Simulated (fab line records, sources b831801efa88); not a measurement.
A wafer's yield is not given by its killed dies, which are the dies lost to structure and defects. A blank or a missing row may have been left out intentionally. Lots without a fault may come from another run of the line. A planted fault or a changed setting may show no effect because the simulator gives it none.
A struck lot beside a sound one    flow gf180mcu    14 steps out of a route of 602
Sound: wafers L297.3, L297.4, L297.5. Struck: wafer L294.2. (L294.1 of the same lot was not struck and is left out.) The cause comes at the end.
Order at every step that has rows: each side's tool, ch and its chambers, its first start. Under that, the readings that differ: sound wafers    struck wafers    difference of the means    sigmas: that difference in standard deviations of wafers without a fault.
alike: readings with means less than 2 such deviations apart, plus words and numbers identical on both sides. not compared: withheld readings, readings lacking a value on some wafer, bounds such as >300 that could conceal the same value, and numbers that have no deviation in the record and whose values overlap.
The two part at a step that has a row with sigmas, a row that says differs or no value, or rows on one side only. Non-overlapping numbers with no deviation appear without sigmas and do not part them. A reading that every wafer of one side lacks parts them only if that side has two wafers or more.

GF_POLY_GATE_THK_MEAS_01:
  sound on film-metro-04, day 13 18:59; struck on film-metro-03, day 12 23:07
  alike: POLY_GATE_CVD_00_THK
then, 8 steps without rows for these wafers: GF_POLY_GATE_DEHYDRATE_02 (time 60 s); GF_POLY_GATE_HMDS_03 (prime time 60 s); GF_POLY_GATE_COAT_04; GF_POLY_GATE_COAT_05 (resist thk 700 nm); GF_POLY_GATE_SOFTBAKE_06 (time 60 s); GF_POLY_GATE_EXPOSE_07 (exposes mask Poly2, target cd 280 nm); GF_POLY_GATE_PEB_08 (peb time 90 s); GF_POLY_GATE_DEVELOP_09 (develop time 60 s).
GF_POLY_GATE_CD_MEAS_10 targets a cd of 280 nm.
  sound on cd-sem-01, day 14 15:05; struck on cd-sem-02, day 13 19:01
  alike: cd-nm
GF_POLY_GATE_OVL_MEAS_11:
  sound on overlay-01, day 14 15:11; struck on overlay-01, day 13 19:08
  alike: POLY_GATE_OVL
GF_POLY_GATE_ETCH_12: etches BARC in N2/H2.
  sound on rie-diel-03 ch 0,3, day 14 15:12; struck on rie-diel-01 ch 2, day 13 19:11
reading             sound              struck  difference  sigmas
rf-fwd-power-W (W)  498.1 495.6 493.6  491.0   -4.8        -3
  alike: drypump-motor-current-A, oes-product-au, throttle-valve-pct
GF_POLY_GATE_ETCH_13: etches poly-Si in HBr/Cl2, stops on SiO2, target depth 198.5 nm, time 69.6 s.
  sound on rie-si-02 ch 1,2, day 14 15:15; struck on rie-si-01 ch 2, day 13 19:14
reading         sound              struck  difference  sigmas
over-etch-frac  0.403 0.403 0.403  0.3648  -0.0382     
  alike: drypump-motor-current-A, oes-product-au, rf-fwd-power-W, throttle-valve-pct
  not compared: rf-hours-counter-h, model.etch.depth-nm, model.POLY_GATE.feature-depth-nm
GF_POLY_GATE_STRIP_14: strips in O2/N2.
  sound on plasma-asher-03 ch 0,1, day 14 15:20; struck on plasma-asher-04 ch 1, day 13 19:17
reading                      sound        struck  difference                    sigmas
drypump-motor-current-A (A)  6.7 6.1 6.1  5.1     -1.2                          -2
rf-hours-counter-h (h)       - - -        53      no value on the sound wafers  
  alike: heater-power-w, oes-product-au

## WHERE THEY PART
First at GF_POLY_GATE_ETCH_12; last, within this record, at GF_POLY_GATE_STRIP_14.

WHY: what had been put in by the simulator
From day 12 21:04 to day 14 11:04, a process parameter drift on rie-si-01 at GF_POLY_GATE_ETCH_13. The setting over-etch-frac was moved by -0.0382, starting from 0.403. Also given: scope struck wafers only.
